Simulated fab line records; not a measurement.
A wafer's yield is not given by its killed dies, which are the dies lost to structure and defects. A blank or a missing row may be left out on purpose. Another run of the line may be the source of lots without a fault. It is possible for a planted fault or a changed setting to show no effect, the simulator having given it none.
fab line records + flow sky130
record:
- lots: 14
- wafers: 40
- lastDay: 50
route steps=708 shown LI_CONTACT@376 PAD_OPEN@708
lots with no fault: from the same line, run without faults
startH: the number of hours between the record's first day and the start of the first shown wafer of the lot + waitH: hours since the lot's step before + " unchanged from the row above + L1.1+2: one row covering several wafers at once + - either no value or no given start + * or withheld: withheld + < > ~ a bound
route shown NAME@n: a module of which the file shows steps, and the number in the route of the first + usual: average and standard deviation across the fault-free wafers + same: alike in all rows + chamber/n: place in a boat + sites: readings site by site + _std_site: how widely they spread, as a standard deviation + _edge_site: the outer-site mean with the inner-site mean subtracted + radiusMm: for every site, how far away it sits from the centre of the wafer + mask NAME#n: copy n + behind: the last tool/chamber to shape the wafer + hold: why the lot was held/for how many hours/how that ended + device: the transistor (n, p or np) that didn't switch + end of line: the same wafers' tests at the end of the route + a step given without rows: its recipe and nothing more + killed: count of dies lost to structure and defects at first sort (not the wafer's yield) + map: a wafer's dies, x killed, . not, _ none there
set.NAME: the setting as run; set.NAME@STEP: as run at that earlier step + model.NAME: the simulator's own value behind a step, which no gauge read
steps of the route over a sample of lots; a table a step, a row a wafer
services: the hour from which a tool's chamber was out of use, counted from the record's first day as startH (under 0 if before that day), plus the number of hours and why
== steps ==
step: SKY_LI_CONTACT_ETCH_14
recipe:
- chemistry: N2/H2
- target: BARC
- ionEnergyEv: 200
- sourceW: 500
- biasW: 100
- pressureMtorr: 30
- n2FlowSccm: 100
- h2FlowSccm: 200
- stopOn: SiO2
- timeS: 45.9
- targetDepthA: 600
usual:
- drypumpMotorCurrentA: 6.0/0.42
- oesProductAu: 0.855/0.0047
- runLengthS: 74.1/0.46
- throttleValvePct: 13.225/0.0093
| lot.wafer | tool       | chamber | startH | waitH | drypumpMotorCurrentA | oesProductAu | rfHoursCounterH | runLengthS | throttleValvePct |
|-----------|------------|---------|--------|-------|----------------------|--------------|-----------------|------------|------------------|
| L160.1    | rieDiel-01 | 0       | 669.68 | 0.0   | 6.1                  | 0.860        | 1               | 73.8       | 13.244           |
| L160.5    | "          | 1       | "      | "     | 6.4                  | 0.852        | -               | 73.9       | 13.227           |
| L160.6    | "          | 0       | "      | "     | 6.1                  | 0.853        | -               | 73.7       | 13.231           |
| L161.2    | rieDiel-01 | 1       | 673.75 | 0.0   | 6.4                  | 0.848        | 52              | 74.1       | 13.215           |
| L161.4    | "          | 1       | "      | "     | 6.4                  | 0.853        | -               | 74.8       | 13.216           |
| L161.6    | "          | 2       | "      | "     | 6.2                  | 0.861        | -               | 74.1       | 13.209           |
| L162.1    | rieDiel-03 | 1       | 684.70 | 0.0   | 6.5                  | 0.857        | 4               | 74.3       | 13.233           |
| L162.4    | "          | 0       | "      | "     | 6.6                  | 0.861        | 1               | 73.9       | 13.215           |
| L162.6    | "          | 3       | "      | "     | 5.4                  | 0.857        | -               | 75.1       | 13.224           |
| L163.2    | rieDiel-03 | 2       | 701.90 | 0.0   | 5.6                  | 0.851        | 10              | 74.2       | 13.229           |
| L163.5    | "          | 2       | "      | "     | 5.7                  | 0.858        | -               | 74.0       | 13.240           |
| L163.6    | "          | 3       | "      | "     | 5.4                  | 0.864        | -               | 74.7       | 13.227           |
| L164.1    | rieDiel-03 | 3       | 706.80 | 0.0   | 5.4                  | 0.848        | 11              | 75.0       | 13.221           |
| L164.2    | "          | 1       | "      | "     | 6.6                  | 0.862        | 4               | 74.0       | 13.229           |
| L164.6    | "          | 2       | "      | "     | 5.6                  | 0.861        | -               | 74.2       | 13.236           |
| L165.1    | rieDiel-01 | 2       | 712.45 | 0.0   | 6.2                  | 0.857        | 4               | 74.6       | 13.246           |
| L165.5    | "          | 0       | "      | "     | 6.1                  | 0.847        | -               | 73.6       | 13.229           |
| L165.6    | "          | 3       | "      | "     | 6.7                  | 0.856        | -               | 74.2       | 13.227           |
| L166.3    | rieDiel-02 | 3       | 723.02 | 0.0   | 5.2                  | 0.856        | 39              | 73.6       | 13.212           |
| L166.4    | "          | 2       | "      | "     | 5.9                  | 0.861        | 5               | 74.1       | 13.240           |
| L166.5    | "          | 2       | "      | "     | 5.9                  | 0.851        | -               | 73.5       | 13.211           |
| L167.3    | rieDiel-02 | 0       | 732.55 | 0.0   | 5.7                  | 0.852        | 31              | 75.0       | 13.210           |
| L167.4    | "          | 3       | "      | "     | 5.2                  | 0.855        | 39              | 73.7       | 13.230           |
| L167.5    | "          | 3       | "      | "     | 5.2                  | 0.849        | -               | 73.1       | 13.228           |
| L174.2    | rieDiel-01 | 0       | 789.65 | 0.0   | 6.1                  | 1.011        | 3               | 37.1       | 13.221           |
| L174.5    | "          | 3       | "      | "     | 6.7                  | 0.855        | -               | 74.2       | 13.215           |
| L175.2    | rieDiel-01 | 3       | 797.02 | 0.0   | 6.7                  | 0.994        | 1               | 37.9       | 13.240           |
| L175.6    | "          | 3       | "      | "     | 6.7                  | 0.992        | -               | 38.2       | 13.226           |
| L176.3    | rieDiel-02 | 0       | 798.57 | 0.0   | 5.7                  | 0.856        | 33              | 74.6       | 13.232           |
| L176.4    | "          | 2       | "      | "     | 5.9                  | 0.849        | -               | 73.7       | 13.230           |
| L176.6    | "          | 1       | "      | "     | 6.2                  | 0.858        | -               | 74.3       | 13.221           |
| L177.4    | rieDiel-02 | 0       | 809.07 | 0.0   | 5.7                  | 0.855        | -               | 74.7       | 13.225           |
| L177.5    | "          | 2       | "      | "     | 5.9                  | 0.859        | -               | 73.5       | 13.224           |
| L177.6    | "          | 1       | "      | "     | 6.2                  | 0.857        | -               | 74.6       | 13.229           |
| L180.2    | rieDiel-02 | 3       | 834.25 | 0.0   | 5.2                  | 0.848        | 1               | 73.7       | 13.232           |
| L180.3    | "          | 1       | "      | "     | 6.2                  | 0.847        | 31              | 74.3       | 13.233           |
| L180.5    | "          | 1       | "      | "     | 6.2                  | 0.846        | -               | 74.2       | 13.212           |
| L183.2    | rieDiel-02 | 3       | 855.25 | 0.0   | 5.2                  | 0.852        | 2               | 73.6       | 13.222           |
| L183.4    | "          | 2       | "      | "     | 5.9                  | 0.859        | -               | 73.6       | 13.235           |
| L183.5    | "          | 3       | "      | "     | 5.2                  | 0.849        | -               | 73.3       | 13.219           |
step: SKY_LI_CONTACT_STRIP_16
recipe:
- chemistry: O2/N2
- powerW: 1400
- pressureMtorr: 1500
- platenTempC: withheld
- o2FlowSccm: 3000
- n2FlowSccm: 300
- overashFraction: 0.5
usual:
- drypumpMotorCurrentA: 6.1/0.43
- oesProductAu: 0.376/0.0049
- stripTimeToEndpointS: 3.49/0.035
| lot.wafer | tool           | chamber | startH | waitH | drypumpMotorCurrentA | oesProductAu | rfHoursCounterH | stripTimeToEndpointS |
|-----------|----------------|---------|--------|-------|----------------------|--------------|-----------------|----------------------|
| L160.1    | plasmaAsher-03 | 1       | 669.81 | -     | 6.6                  | 0.383        | 25              | 3.51                 |
| L160.5    | "              | 1       | "      | "     | 6.6                  | 0.381        | -               | 3.52                 |
| L160.6    | "              | 0       | "      | "     | 6.1                  | 0.378        | -               | 3.50                 |
| L161.2    | plasmaAsher-02 | 0       | 673.88 | -     | 5.9                  | 0.377        | 86              | 3.55                 |
| L161.4    | "              | 1       | "      | "     | 6.2                  | 0.388        | -               | 3.55                 |
| L161.6    | "              | 1       | "      | "     | 6.2                  | 0.376        | -               | 3.52                 |
| L162.1    | plasmaAsher-03 | 0       | 684.83 | -     | 6.1                  | 0.379        | 27              | 3.56                 |
| L162.4    | "              | 0       | "      | "     | 6.0                  | 0.373        | -               | 3.54                 |
| L162.6    | "              | 1       | "      | "     | 6.6                  | 0.372        | -               | 3.57                 |
| L163.2    | plasmaAsher-03 | 1       | 702.03 | -     | 6.6                  | 0.372        | 29              | 3.54                 |
| L163.5    | "              | 0       | "      | "     | 6.0                  | 0.379        | -               | 3.53                 |
| L163.6    | "              | 1       | "      | "     | 6.6                  | 0.382        | -               | 3.56                 |
| L164.1    | plasmaAsher-03 | 1       | 706.93 | -     | 6.6                  | 0.378        | 29              | 3.56                 |
| L164.2    | "              | 0       | "      | "     | 6.0                  | 0.381        | 29              | 3.54                 |
| L164.6    | "              | 1       | "      | "     | 6.6                  | 0.371        | -               | 3.53                 |
| L165.1    | plasmaAsher-03 | 1       | 712.58 | -     | 6.6                  | 0.371        | 29              | 3.47                 |
| L165.5    | "              | 1       | "      | "     | 6.6                  | 0.370        | -               | 3.48                 |
| L165.6    | "              | 0       | "      | "     | 6.0                  | 0.380        | -               | 3.52                 |
| L166.3    | plasmaAsher-03 | 1       | 723.18 | -     | 6.6                  | 0.385        | -               | 3.50                 |
| L166.4    | "              | 0       | "      | "     | 6.0                  | 0.380        | -               | 3.47                 |
| L166.5    | "              | 0       | "      | "     | 6.0                  | 0.372        | -               | 3.47                 |
| L167.3    | plasmaAsher-03 | 1       | 732.71 | -     | 6.7                  | 0.382        | -               | 3.49                 |
| L167.4    | "              | 0       | "      | "     | 6.1                  | 0.376        | -               | 3.45                 |
| L167.5    | "              | 1       | "      | "     | 6.7                  | 0.378        | -               | 3.51                 |
| L174.2    | plasmaAsher-03 | 0       | 789.78 | -     | 6.0                  | 0.396        | 37              | 3.85                 |
| L174.5    | "              | 0       | "      | "     | 6.0                  | 0.374        | -               | 3.49                 |
| L175.2    | plasmaAsher-03 | 0       | 797.14 | -     | 6.0                  | 0.385        | 38              | 3.86                 |
| L175.6    | "              | 1       | "      | "     | 6.7                  | 0.388        | -               | 3.85                 |
| L176.3    | plasmaAsher-04 | 1       | 798.73 | -     | 5.5                  | 0.372        | -               | 3.49                 |
| L176.4    | "              | 0       | "      | "     | 5.3                  | 0.384        | -               | 3.49                 |
| L176.6    | "              | 1       | "      | "     | 5.5                  | 0.381        | -               | 3.44                 |
| L177.4    | plasmaAsher-04 | 0       | 809.21 | -     | 5.3                  | 0.373        | -               | 3.51                 |
| L177.5    | "              | 1       | "      | "     | 5.5                  | 0.373        | -               | 3.48                 |
| L177.6    | "              | 0       | "      | "     | 5.3                  | 0.382        | -               | 3.49                 |
| L180.2    | plasmaAsher-02 | 1       | 834.38 | -     | 6.2                  | 0.376        | 102             | 3.47                 |
| L180.3    | "              | 1       | "      | "     | 6.2                  | 0.371        | -               | 3.45                 |
| L180.5    | "              | 0       | "      | "     | 5.9                  | 0.371        | -               | 3.45                 |
| L183.2    | plasmaAsher-03 | 0       | 855.38 | -     | 6.1                  | 0.385        | 44              | 3.47                 |
| L183.4    | "              | 1       | "      | "     | 6.6                  | 0.375        | -               | 3.42                 |
| L183.5    | "              | 0       | "      | "     | 6.0                  | 0.377        | -               | 3.46                 |
step: SKY_PAD_OPEN_PROBE_99
usual:
- killed_at_M0_to_M3: 45/7.3
- killed_at_M4_up: 3.1/1.7
- killedAtContacts: 25/5.1
- killedAtFrontEnd: 15/4.5
- killedAtOther: 0.3/0.56
- killedDies: 88/9.4
- killedOpen: 47/6.6
- killedShort: 40/6.9
same:
- grossDies: 492
- killedAtBackSide: 0
| lot.wafer | tool      | chamber | startH  | waitH | killed_at_M0_to_M3 | killed_at_M4_up | killedAtContacts | killedAtFrontEnd | killedAtOther | killedDies | killedOpen | killedShort |
|-----------|-----------|---------|---------|-------|--------------------|-----------------|------------------|------------------|---------------|------------|------------|-------------|
| L175.6    | prober-02 | -       | 1163.86 | 0.2   | 53                 | 2               | 33               | 9                | 0             | 97         | 44         | 53          |
killed by level:class
L175.6 METAL1:geometricParticle:short=16 CONTACT:geometricParticle:open=10 VIA1:geometricParticle:open=10 LI_CONTACT:geometricParticle:open=9 CONTACT:geometricParticle:short=5 METAL3:geometricParticle:short=5 LI_CONTACT:geometricParticle:short=5 METAL2:geometricParticle:short=5
== services ==
| tool           | chamber | startH | hours | kind          |
|----------------|---------|--------|-------|---------------|
| rieDiel-03     | 1       | 647.85 | 3.9   | repair        |
| plasmaAsher-04 | -       | 683.06 | 0.6   | repair        |
| plasmaAsher-03 | -       | 710.13 | 1.7   | repair        |
| rieDiel-03     | 0       | 710.86 | 8.3   | repair        |
| rieDiel-01     | -       | 725.29 | 28.1  | pm            |
| plasmaAsher-04 | -       | 725.56 | 2.1   | repair        |
| plasmaAsher-04 | -       | 733.75 | 9.0   | pm            |
| rieDiel-01     | -       | 753.39 | 14.6  | pm            |
| rieDiel-01     | 2       | 772.59 | 9.4   | repair        |
| rieDiel-01     | -       | 773.07 | 4.3   | pm            |
| rieDiel-02     | 1       | 776.63 | 1.7   | repair        |
| rieDiel-02     | 2       | 777.34 | 4.0   | repair        |
| rieDiel-02     | 3       | 789.23 | -     | clean         |
| rieDiel-02     | 3       | 789.23 | 20.6  | scheduledDown |
| rieDiel-02     | 3       | 789.23 | 20.6  | ventCycle     |
| rieDiel-02     | -       | 794.17 | 4.3   | pm            |
| plasmaAsher-02 | -       | 823.26 | 0.6   | repair        |
| rieDiel-02     | 0       | 831.27 | -     | clean         |
| rieDiel-02     | 0       | 831.27 | 13.8  | scheduledDown |
| rieDiel-02     | 0       | 831.27 | 13.8  | ventCycle     |
| rieDiel-02     | 1       | 845.77 | -     | clean         |
| rieDiel-02     | 1       | 845.77 | 21.5  | scheduledDown |
| rieDiel-02     | 1       | 845.77 | 21.5  | ventCycle     |
| rieDiel-01     | 3       | 852.59 | 22.6  | repair        |
== key ==
firstSign:
- step: SKY_LI_CONTACT_ETCH_14
- reading: runLengthS
- direction: down
- sigmas: 80
- usual: *
- struck: *
effect:
- step: SKY_LI_CONTACT_ETCH_14
- reading: oesProductAu
- direction: up
- sigmas: 31
- usual: 0.855
- struck: 0.999
effect:
- step: SKY_LI_CONTACT_STRIP_16
- reading: stripTimeToEndpointS
- direction: up
- sigmas: 11
- usual: *
- struck: *
metAt SKY_LI_CONTACT_ETCH_14
struckLots L174,L175
struckWafers L174.2,L175.2,L175.6
testerLeftOut L174,L175
onsetBetween 712.45 789.65
fault:
- kind: processParameterDrift
- tool: rieDiel-01
- chamber: -
- onsetH: 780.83
- steps: SKY_LI_CONTACT_ETCH_14
- channel: timeS
- offset: *
- shape: step
- endH: 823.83
- scope: struckWafersOnly
- actsIn: *
- stated: *
testerLeftOut: of these lots the tester's yield and bins aren't shown, on N5 and GAA mostly nor the transistor test; their killed dies are dies lost to structure and defects alone, not to doping, threshold or leakage, so they don't give the yield
